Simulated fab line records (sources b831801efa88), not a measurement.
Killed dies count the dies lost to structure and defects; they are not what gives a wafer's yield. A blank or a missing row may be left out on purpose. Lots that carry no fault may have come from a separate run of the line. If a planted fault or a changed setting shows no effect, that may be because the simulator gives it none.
Comparing a struck lot with a sound one || flow sfq_line || 24 steps out of a route of 325
Sound: wafers L480.2, L480.3, L480.6. Wafers L494.1, L494.3, L494.5 were the ones struck. The cause is named last.
Each step with rows lists, per side, the tool, then ch with its chambers, then its first start. Under that, the readings that differ: sound wafers || struck wafers || difference of the means || sigmas: that difference in standard deviations of wafers without a fault.
alike: words and numbers the same on both sides, and readings whose means are apart by under 2 such deviations; not compared: readings that were withheld, readings missing a value for some wafer, numbers with overlapping values and no deviation given by the record, and bounds like >300 which may hide the same value.
A row with sigmas, a row that says differs or no value, or rows on one side alone: a step with any of these is where the two part. Numbers that don't overlap but have no deviation are shown without sigmas and don't part them. A reading missing from all wafers of one side parts the sides only when that side holds two or more wafers.

first, 6 steps without rows for these wafers: SFQ_TRILAYER_I0_VIA_LITHO_COAT_036 (resist thk 62 nm); SFQ_TRILAYER_I0_VIA_LITHO_COAT_031 (resist thk 650 nm); SFQ_TRILAYER_I0_VIA_LITHO_SOFTBAKE_035; SFQ_TRILAYER_I0_VIA_LITHO_EXPOSE_032 (exposes mask I0, target cd 500 nm); SFQ_TRILAYER_I0_VIA_LITHO_PEB_034 (peb time 60 s); SFQ_TRILAYER_I0_VIA_LITHO_DEVELOP_033 (time 60 s).
SFQ_I0_OVL_MEAS_908:
  sound: overlay-01 at day 9 22:56; struck: overlay-01 at day 15 00:58
  alike: I0_OVL
SFQ_TRILAYER_I0_VIA_BARC_OPEN_VIA_ETCH_046: etches BARC in O2, target depth 125 nm, time 41.7 s.
  sound on rie_diel-02 ch 0,1, day 9 22:58; struck on rie_diel-02 ch 1,2, day 15 01:00
  alike: bias_w, drypump_motor_current_A, oes_product_au
  not compared: rf_hours_counter_h
SFQ_TRILAYER_I0_VIA_ETCH_VIA_ETCH_034: etches SiO2 in CHF3, stops on Nb, target depth 260 nm.
  sound on rie_diel-02 ch 0,1, day 9 23:00; struck on rie_diel-02 ch 1,2, day 15 01:02
  alike: bias_w, drypump_motor_current_A, oes_product_au
SFQ_TRILAYER_I0_VIA_STRIP_STRIP_035: strips in O2.
  sound on rie_metal-04 ch 0,1, day 9 23:07; struck on rie_metal-03 ch 0,1, day 15 01:09
{"reading": "oes_product_au (a.u.)", "sound": "1.000 0.983 0.986", "struck": "1.004 1.018 1.016", "difference": "+0.023", "sigmas": "+2"}
  alike: drypump_motor_current_A
  not compared: rf_hours_counter_h
then, 2 steps without rows for these wafers: SFQ_TRILAYER_I0_VIA_STRIP_SOLV_CLEAN_036 (cleans in NMP, time 600 s); SFQ_TRILAYER_M1_DEP_PRE_CLEAN_038 (time 22.5 s).
SFQ_TRILAYER_M1_DEP_SPUTTER_037: material Nb, target thk 200 nm, time 133.3 s.
  sound: pvd_sputter-03 at day 9 23:55; struck: pvd_sputter-05 at day 15 02:13
  alike: base_pressure_pa, cathode_dc_power_W, throttle_valve_pct
SFQ_M1_RS_MEAS_909: measures by four-point-probe.
  sound: film_metro-02 at day 10 00:02; struck: film_metro-04 at day 15 02:19
{"reading": "M1_NB_RS (ohm/sq)", "sound": "0.885 0.893 0.883", "struck": "0.433 0.431 0.439", "difference": -0.453, "sigmas": -41}
then, 6 steps without rows for these wafers: SFQ_TRILAYER_M1_LITHO_COAT_044 (resist thk 62 nm); SFQ_TRILAYER_M1_LITHO_COAT_039 (resist thk 600 nm); SFQ_TRILAYER_M1_LITHO_SOFTBAKE_043; SFQ_TRILAYER_M1_LITHO_EXPOSE_040 (exposes mask M1, target cd 500 nm); SFQ_TRILAYER_M1_LITHO_PEB_042 (peb time 60 s); SFQ_TRILAYER_M1_LITHO_DEVELOP_041 (time 60 s).
-- the record jumps here: 5 days lie between the struck wafers' starts before and after --
SFQ_M1_OVL_MEAS_911:
  sound: overlay-02 at day 14 18:58; struck: overlay-01 at day 20 13:29
  alike: M1_OVL
SFQ_TRILAYER_M1_BARC_OPEN_METAL_ETCH_054: etches BARC in O2, target depth 125 nm, time 41.7 s.
  sound on rie_metal-03 ch 0,1, day 14 19:00; struck on rie_metal-03 ch 0,1, day 20 13:31
  alike: bias_w, drypump_motor_current_A, oes_product_au
  not compared: rf_hours_counter_h
SFQ_TRILAYER_M1_ETCH_METAL_ETCH_042: etches Nb in Cl2/Ar, stops on SiO2, target depth 240 nm, time 120 s.
  sound on rie_metal-03 ch 0,1, day 14 19:04; struck on rie_metal-03 ch 0,1, day 20 13:35
{"reading": "oes_product_au (a.u.)", "sound": "0.897 0.883 0.902", "struck": "0.994 0.999 1.011", "difference": "+0.107", "sigmas": "+14"}
{"reading": "model.etch.depth_nm (nm)", "sound": "200.8 199.7 201.8", "struck": "239.3 241.9 241.6", "difference": "+40.2", "sigmas": ""}
{"reading": "model.M1.feature_depth_nm (nm)", "sound": "200.8 199.7 201.8", "struck": "239.3 241.9 241.6", "difference": "+40.2", "sigmas": ""}
  alike: bias_w, drypump_motor_current_A
  not compared: rf_hours_counter_h
SFQ_TRILAYER_M1_STRIP_STRIP_043: strips in O2.
  sound on rie_metal-03 ch 0,1, day 14 19:11; struck on rie_metal-03 ch 0,1, day 20 13:43
  alike: drypump_motor_current_A, oes_product_au
  not compared: rf_hours_counter_h

WHERE THEY PART
First at SFQ_TRILAYER_I0_VIA_STRIP_STRIP_035; last, within this record, at SFQ_TRILAYER_M1_ETCH_METAL_ETCH_042. Later steps at which nothing parts them and some readings are alike: SFQ_TRILAYER_M1_STRIP_STRIP_043.

WHY: whatever the simulator had introduced
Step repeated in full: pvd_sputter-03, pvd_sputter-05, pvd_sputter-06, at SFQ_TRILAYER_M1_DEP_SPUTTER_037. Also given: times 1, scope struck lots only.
